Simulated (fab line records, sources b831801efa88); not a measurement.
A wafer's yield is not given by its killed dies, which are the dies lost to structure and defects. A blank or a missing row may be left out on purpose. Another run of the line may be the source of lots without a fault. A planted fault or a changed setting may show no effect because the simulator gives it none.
Which of the tools did it?    flow sky130    15 lots, 45 wafers sampled, at 2 steps of a route of 708

WHAT THE GAUGES READ, wafer by wafer
SKY_GATE_OXIDE_OVL_MEAS_10.
lot   measured      on          GATE_OXIDE_OVL (nm)
L512  day 14 05:22  overlay-01  -1.3 -0.3 -1.5
L513  day 14 06:34  overlay-02  1.2 1.0 1.9
L515  day 14 15:58  overlay-01  1.2 0.1 0.5
L516  day 15 05:46  overlay-01  0.2 0.4 -0.5
L518  day 15 22:28  overlay-01  2.3 3.1 3.2
L519  day 16 02:43  overlay-02  3.2 2.0 2.2
L522  day 17 08:14  overlay-01  -0.1 0.9 1.7
L523  day 17 17:10  overlay-02  1.4 1.7 1.9
L524  day 17 22:52  overlay-01  2.0 1.1 2.5
L529  day 19 23:31  overlay-01  1.2 0.2 2.6
L530  day 20 11:55  overlay-02  0.8 0.1 0.3
L531  day 20 12:13  overlay-02  1.4 0.5 1.5
L532  day 20 21:09  overlay-02  0.7 -0.6 -0.3
L533  day 21 12:50  overlay-02  -1.6 1.2 0.1
L534  day 22 10:13  overlay-01  -0.6 0.6 -0.3

TOOL THAT RAN EACH LOT (tool first, then ch and the chambers of the sampled wafers, then the start)
lot   SKY_VT_ADJUST_NCORE_DEVELOP_06
L512  litho-track-03 ch 0, day 8 19:46
L513  litho-track-01 ch 0, day 8 23:52
L515  litho-track-01 ch 0, day 9 11:31
L516  litho-track-01 ch 0, day 9 23:40
L518  litho-track-01 ch 0, day 10 10:30
L519  litho-track-02 ch 0, day 10 17:20
L522  litho-track-02, day 11 16:10
L523  litho-track-01, day 11 22:04
L524  litho-track-02, day 12 04:13
L529  litho-track-01 ch 0, day 13 16:58
L530  litho-track-03 ch 0, day 13 21:46
L531  litho-track-03 ch 0, day 14 03:28
L532  litho-track-03 ch 0, day 14 08:37
L533  litho-track-01 ch 0, day 14 16:42
L534  litho-track-02 ch 0, day 15 23:40
- SKY_VT_ADJUST_NCORE_DEVELOP_06: develop time 60 s.

WHAT THE TOOLS THEMSELVES READ (means of the sampled wafers that have a number; where no wafer has one, the mark that the record gives instead)
SKY_VT_ADJUST_NCORE_DEVELOP_06.
lot   tool            chill-plate-temp-C (C)  exhaust-pa (Pa)
L512  litho-track-03  23.16                   44.3
L513  litho-track-01  23.01                   45.9
L515  litho-track-01  22.81                   44.6
L516  litho-track-01  23.00                   44.9
L518  litho-track-01  22.90                   43.5
L519  litho-track-02  23.11                   46.5
L522  litho-track-02  -                       -
L523  litho-track-01  -                       -
L524  litho-track-02  -                       -
L529  litho-track-01  23.06                   44.9
L530  litho-track-03  22.87                   43.4
L531  litho-track-03  22.99                   44.3
L532  litho-track-03  22.87                   43.3
L533  litho-track-01  23.13                   44.9
L534  litho-track-02  22.97                   46.7

THE ANSWER, worked out from the rows above alone
Rule: usual is defined by the lots themselves. The widest of any qualifying gaps counts: lots, ordered by their means at a reading, are off when they make up no more than a third of the lots, leave a main group of 4 or more, and stand apart from it by 3 or more times the standard deviation of that group's means. Not used: any main group whose means are identical at the precision the tables above print for the reading. A lot without any number at a reading at which 4 lots or more have one is off too. The other lots that the step has rows for count as sound. After the gauges, taken in route order, come the tools' own readings; for these a lot's mean is taken, as printed above. The first step at which some lot is off is used, and at that step the reading that is off furthest; a lot without a number counts as furthest.
Off: L522, L523, L524 (SKY_VT_ADJUST_NCORE_DEVELOP_06, chill-plate-temp-C). Without a number there: L522, L523, L524. The main group has a mean of 22.99 C with a standard deviation of 0.11.
If a tool, at that step or one of the process steps before it, ran each lot that is off and ran no sound lot following the first of them, it fits. No candidate that was tried fits.

WHAT THE SIMULATOR HAD INSERTED
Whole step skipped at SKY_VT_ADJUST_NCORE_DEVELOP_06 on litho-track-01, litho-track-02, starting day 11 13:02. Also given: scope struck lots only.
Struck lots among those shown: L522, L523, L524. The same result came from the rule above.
